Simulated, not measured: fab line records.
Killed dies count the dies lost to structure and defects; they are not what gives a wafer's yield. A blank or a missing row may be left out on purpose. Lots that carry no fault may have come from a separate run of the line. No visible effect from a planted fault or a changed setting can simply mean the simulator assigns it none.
Check for tools in common    flow gf180mcu    14 lots and 42 wafers in the sample

REASON FOR OPENING
3 of 14 lots carry a flag on the reading LVPWELL_TW at GF_LVPWELL_TW_MEAS_11. Wafers without a fault read 560, standard deviation 3.4.
Rule: a lot is flagged when every wafer of it that has a number lies more than 4 standard deviations from that mean, or none has a number. The other lots count as sound.

lot   measured     on             LVPWELL_TW, wafer by wafer  flag
L828  day 3 23:18  film metro-03  558 563 559                 
L830  day 4 07:48  film metro-03  558 559 557                 
L832  day 4 18:50  film metro-02  555 559 560                 
L833  day 5 01:23  film metro-02  560 561 562                 
L834  day 5 06:24  film metro-01  564 564 564                 
L838  day 6 07:17  film metro-01  562 564 565                 
L840  day 6 17:11  film metro-03  558 554 555                 
L842  day 7 04:12  film metro-03  674 671 671                 FLAGGED
L843  day 7 09:41  film metro-03  557 557 557                 
L844  day 7 13:50  film metro-03  555 554 557                 
L848  day 8 12:43  film metro-02  676 677 675                 FLAGGED
L849  day 8 20:14  film metro-01  679 677 676                 FLAGGED
L850  day 9 00:47  film metro-01  560 561 561                 
L851  day 9 08:10  film metro-01  561 563 561                 
The mean of the flagged lots' numbers is 675, +115 from the usual (+34 standard deviations).

WHICH TOOL EACH LOT WENT THROUGH
The record keeps 1 process step preceding the reading, out of 602 steps on the route. Every cell lists first the tool, next ch and the chambers used by the sampled wafers, and last the start.
lot   flag     GF_LVPWELL_IMPLANT_08
L828           implanter-04 ch 0, day 3 22:54
L830           implanter-02 ch 0, day 4 07:24
L832           implanter-02 ch 0, day 4 18:28
L833           implanter-01 ch 0, day 5 00:59
L834           implanter-04 ch 0, day 5 06:01
L838           implanter-01 ch 0, day 6 06:53
L840           implanter-04 ch 0, day 6 16:50
L842  FLAGGED  implanter-04 ch 0, day 7 03:29
L843           implanter-01 ch 0, day 7 09:17
L844           implanter-04 ch 0, day 7 13:29
L848  FLAGGED  implanter-04 ch 0, day 8 11:50
L849  FLAGGED  implanter-02 ch 0, day 8 19:19
L850           implanter-02 ch 0, day 9 00:24
L851           implanter-01 ch 0, day 9 07:46
What is done by these steps:
- GF_LVPWELL_IMPLANT_08
- GF_LVPWELL_TW_MEAS_11

FLAGGED AGAINST TOTAL, ONE TOOL AT A TIME (gauges that did the reading follow at the end)
step                   tool           lots run  flagged  share of the flagged lots  sound lots run after its first flagged lot
GF_LVPWELL_IMPLANT_08  implanter-01   4         0        none                       -
GF_LVPWELL_IMPLANT_08  implanter-02   4         1        some                       1 (L850)
GF_LVPWELL_IMPLANT_08  implanter-04   6         2        some                       1 (L844)
GF_LVPWELL_TW_MEAS_11  film metro-01  5         1        some                       2 (L850,L851)
GF_LVPWELL_TW_MEAS_11  film metro-02  3         1        some                       0
GF_LVPWELL_TW_MEAS_11  film metro-03  6         1        some                       2 (L843,L844)

WHAT THE TABLE ALLOWS
No row of the table ran every flagged lot.

WHAT THE SIMULATOR HAD INSERTED
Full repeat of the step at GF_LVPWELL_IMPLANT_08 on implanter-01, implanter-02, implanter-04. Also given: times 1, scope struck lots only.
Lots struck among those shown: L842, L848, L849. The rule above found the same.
